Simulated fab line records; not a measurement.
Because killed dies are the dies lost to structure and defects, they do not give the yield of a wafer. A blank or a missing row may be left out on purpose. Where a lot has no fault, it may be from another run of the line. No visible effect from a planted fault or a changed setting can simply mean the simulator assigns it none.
Which tool was responsible? | flow gf180mcu | 13 lots with 39 wafers sampled at 2 steps, on a route of 602 steps

== WHAT THE GAUGES READ, wafer by wafer ==
GF_M1_CD_MEAS_14: target cd 230 nm. Usual: cd_nm reads 229.9 nm (standard deviation 1.3).
lot  | measured     | on        | cd_nm (nm)        | flag
L678 | day 16 22:36 | cd_sem-02 | 229.7 229.4 230.0 |
L679 | day 17 05:45 | cd_sem-02 | 229.8 229.9 229.0 |
L680 | day 17 16:46 | cd_sem-01 | 231.9 232.1 232.2 |
L681 | day 17 23:55 | cd_sem-01 | 230.8 230.9 232.1 |
L682 | day 18 09:35 | cd_sem-01 | 230.7 230.1 230.3 |
L683 | day 18 19:19 | cd_sem-02 | 229.9 227.3 228.0 |
L684 | day 19 08:11 | cd_sem-02 | 228.8 229.5 228.2 |
L685 | day 19 16:56 | cd_sem-02 | 229.1 230.4 229.5 |
L687 | day 20 15:03 | cd_sem-01 | 230.6 232.4 230.9 |
L688 | day 21 02:12 | cd_sem-02 | 230.1 230.4 230.3 |
L689 | day 21 09:05 | cd_sem-02 | 231.1 231.9 231.1 |
L699 | day 24 22:49 | cd_sem-01 | 230.8 231.1 231.0 |
L701 | day 25 07:17 | cd_sem-02 | 231.1 231.4 231.4 |

== EACH LOT AND THE TOOL THAT RAN IT (in order: tool; ch and the chambers of the sampled wafers; start) ==
lot  | GF_CONTACT_CVD_24
L678 | cvd_w-01 ch 0,1, day 16 00:06
L679 | cvd_w-02 ch 0,1, day 16 06:17
L680 | cvd_w-02 ch 0,1, day 16 17:55
L681 | cvd_w-01 ch 0,1, day 17 00:48
L682 | cvd_w-02 ch 0,1, day 17 09:53
L683 | cvd_w-02 ch 0,1, day 17 18:17
L684 | cvd_w-02 ch 0,1, day 18 06:10
L685 | cvd_w-02 ch 0,1, day 18 15:30
L687 | cvd_w-01 ch 0,1, day 19 13:55
L688 | cvd_w-02 ch 0,1, day 20 01:25
L689 | cvd_w-02 ch 0,1, day 20 07:48
L699 | cvd_w-01 ch 0,1, day 23 23:55
L701 | cvd_w-01 ch 0,1, day 24 08:21
- GF_CONTACT_CVD_24: deposits W, target thk 300 nm, time 90.339 s.

== WHAT THE TOOLS THEMSELVES READ (means of the sampled wafers that have a number; where no wafer has one, the mark that the record gives instead) ==
GF_CONTACT_CVD_24. Usual: heater_power_w reads 808 W (standard deviation 52).
lot  | tool     | heater_power_w (W) | flag
L678 | cvd_w-01 | 857                |
L679 | cvd_w-02 | 829                |
L680 | cvd_w-02 | 783                |
L681 | cvd_w-01 | 830                |
L682 | cvd_w-02 | 841                |
L683 | cvd_w-02 | 845                |
L684 | cvd_w-02 | 791                |
L685 | cvd_w-02 | 787                |
L687 | cvd_w-01 | 806                |
L688 | cvd_w-02 | 784                |
L689 | cvd_w-02 | 782                |
L699 | cvd_w-01 | 804                |
L701 | cvd_w-01 | 807                |

== THE ANSWER, worked out from the rows above alone ==
Rule: a lot is off if the mean of its wafers that have a number lies more than 3 standard deviations from the usual mean. A lot without any number at a reading at which 4 lots or more have one is off too. All remaining lots with rows at the step are treated as sound. First the gauges in route order, then the tools' own readings, where a lot's mean is used as printed above. The first step at which some lot is off is used, and at that step the reading that is off furthest; a lot without a number counts as furthest.
None of the lots is off at any reading shown; this tells nothing.

== WHAT HAD BEEN PUT IN BY THE SIMULATOR ==
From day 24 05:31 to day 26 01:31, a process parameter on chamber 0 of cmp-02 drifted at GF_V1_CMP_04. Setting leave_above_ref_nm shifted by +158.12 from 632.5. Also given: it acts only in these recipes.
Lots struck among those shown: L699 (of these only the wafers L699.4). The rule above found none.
